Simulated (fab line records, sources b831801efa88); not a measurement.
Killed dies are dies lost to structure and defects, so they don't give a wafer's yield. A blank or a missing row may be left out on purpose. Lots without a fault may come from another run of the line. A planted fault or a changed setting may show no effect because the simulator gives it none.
A struck lot beside a sound one | flow gf180mcu | 44 steps out of a route of 602
Sound: wafers L296.3, L296.4, L296.5. Struck: wafers L308.1, L308.2, L308.4. The cause comes at the end.
At each step with rows: each side's tool, then ch and its chambers, then its first start. Under that, the readings that differ: sound wafers | struck wafers | difference of the means | sigmas: that difference in standard deviations of wafers without a fault.
alike: readings whose means differ by less than 2 such deviations, and words and numbers that are the same on both sides. not compared: withheld readings, readings that some wafer has no value for, bounds like >300 that may hide the same value, and numbers for which the record gives no deviation and whose values overlap.
The two part at a step that has a row with sigmas, a row that says differs or no value, or rows on one side only. Numbers that don't overlap but have no deviation are shown without sigmas and don't part them. A reading that every wafer of one side lacks parts them only if that side has two wafers or more.

first, 2 steps without rows for these wafers: GF_DNWELL_DEVELOP_06 (develop time 60 s); GF_DNWELL_IMPLANT_07.
GF_DNWELL_STRIP_08: strips in O2/N2.
  sound on plasma_asher-04 ch 0,1, day 4 18:53; struck on plasma_asher-01 ch 0,1, day 7 10:24
  reading                      | sound             | struck            | difference | sigmas
  strip_time_to_endpoint_s (s) | 36.89 36.88 36.92 | 37.17 37.16 37.21 | +0.28      | +3
  alike: drypump_motor_current_A, heater_power_w, oes_product_au
  not compared: rf_hours_counter_h
GF_DNWELL_TW_MEAS_09:
  sound on film_metro-02, day 4 18:58; struck on film_metro-02, day 7 10:30
  alike: DNWELL_TW
then, 7 steps without rows for these wafers: GF_NWELL_DEHYDRATE_00 (time 60 s); GF_NWELL_HMDS_01 (prime time 60 s); GF_NWELL_COAT_02 (resist thk 3000 nm); GF_NWELL_SOFTBAKE_03; GF_NWELL_EXPOSE_04 (exposes mask Nwell, target cd 860 nm); GF_NWELL_PEB_05; GF_NWELL_DEVELOP_06 (develop time 60 s).
GF_NWELL_OVL_MEAS_07:
  sound on overlay-02, day 5 09:02; struck on overlay-01, day 8 02:35
  alike: NWELL_OVL
GF_NWELL_IMPLANT_08:
  sound on implanter-03 ch 0, day 5 09:07; struck on implanter-01 ch 0, day 8 02:56
  alike: beam_on_s
then, 1 step without rows for these wafers: GF_NWELL_IMPLANT_09.
GF_NWELL_STRIP_10: strips in O2/N2.
  sound on plasma_asher-02 ch 0,1, day 5 09:24; struck on plasma_asher-01 ch 0,1, day 8 03:14
  alike: drypump_motor_current_A, heater_power_w, oes_product_au, strip_time_to_endpoint_s
  not compared: rf_hours_counter_h
GF_NWELL_TW_MEAS_11:
  sound on film_metro-01, day 5 09:29; struck on film_metro-03, day 8 03:34
  reading  | sound          | struck         | difference | sigmas
  NWELL_TW | 1565 1560 1556 | 1919 1914 1925 | +359       | +33
then, 7 steps without rows for these wafers: GF_LVPWELL_DEHYDRATE_00 (time 60 s); GF_LVPWELL_HMDS_01 (prime time 60 s); GF_LVPWELL_COAT_02 (resist thk 3000 nm); GF_LVPWELL_SOFTBAKE_03; GF_LVPWELL_EXPOSE_04 (exposes mask LVPWELL, target cd 600 nm); GF_LVPWELL_PEB_05; GF_LVPWELL_DEVELOP_06 (develop time 60 s).
GF_LVPWELL_OVL_MEAS_07:
  sound on overlay-02, day 6 00:37; struck on overlay-01, day 8 17:51
  reading          | sound       | struck        | difference | sigmas
  LVPWELL_OVL (nm) | 2.1 0.1 1.2 | -1.8 0.2 -2.5 | -2.5       | -2
then, 2 steps without rows for these wafers: GF_LVPWELL_IMPLANT_08; GF_LVPWELL_IMPLANT_09.
GF_LVPWELL_STRIP_10: strips in O2/N2.
  sound on plasma_asher-02 ch 0,1, day 6 00:59; struck on plasma_asher-03 ch 0,1, day 8 18:11
  alike: drypump_motor_current_A, heater_power_w, oes_product_au, strip_time_to_endpoint_s
  not compared: rf_hours_counter_h
GF_LVPWELL_TW_MEAS_11:
  sound on film_metro-04, day 6 01:04; struck on film_metro-01, day 8 18:17
  alike: LVPWELL_TW
then, 7 steps without rows for these wafers: GF_MVSD_DEHYDRATE_00 (time 60 s); GF_MVSD_HMDS_01 (prime time 60 s); GF_MVSD_COAT_02 (resist thk 3000 nm); GF_MVSD_SOFTBAKE_03; GF_MVSD_EXPOSE_04 (exposes mask MVSD, target cd 1000 nm); GF_MVSD_PEB_05; GF_MVSD_DEVELOP_06 (develop time 60 s).
GF_MVSD_OVL_MEAS_07:
  sound on overlay-02, day 6 15:54; struck on overlay-01, day 9 10:11
  alike: MVSD_OVL
then, 2 steps without rows for these wafers: GF_MVSD_IMPLANT_08; GF_MVSD_IMPLANT_09.
GF_MVSD_STRIP_10: strips in O2/N2.
  sound on plasma_asher-02 ch 0,1, day 6 16:16; struck on plasma_asher-01 ch 0,1, day 9 10:31
  alike: drypump_motor_current_A, heater_power_w, oes_product_au, strip_time_to_endpoint_s
  not compared: rf_hours_counter_h
GF_MVSD_TW_MEAS_11:
  sound on film_metro-03, day 6 16:20; struck on film_metro-01, day 9 10:37
  alike: MVSD_TW
then, 2 steps without rows for these wafers: GF_MVPSD_DEHYDRATE_00 (time 60 s); GF_MVPSD_HMDS_01 (prime time 60 s).
-- the record jumps here: 4 days lie between the struck wafers' starts before and after --
GF_VT_IMPLANT_RS_MEAS_47: measures by four-point-probe.
  sound on film_metro-03, day 10 07:10; struck on film_metro-01, day 13 07:57
  reading           | sound             | struck            | difference | sigmas
  NWELL_RS (ohm/sq) | 486.3 487.3 486.7 | 349.1 349.4 348.3 | -137.8     | -98
GF_PASSIVATION_PROBE_99:
  the record has rows for the sound wafers here (prober-01, day 32 01:46) and none for the struck ones

WHERE THEY PART
First at GF_DNWELL_STRIP_08; last, within this record, at GF_PASSIVATION_PROBE_99.

WHY: what the simulator had put in
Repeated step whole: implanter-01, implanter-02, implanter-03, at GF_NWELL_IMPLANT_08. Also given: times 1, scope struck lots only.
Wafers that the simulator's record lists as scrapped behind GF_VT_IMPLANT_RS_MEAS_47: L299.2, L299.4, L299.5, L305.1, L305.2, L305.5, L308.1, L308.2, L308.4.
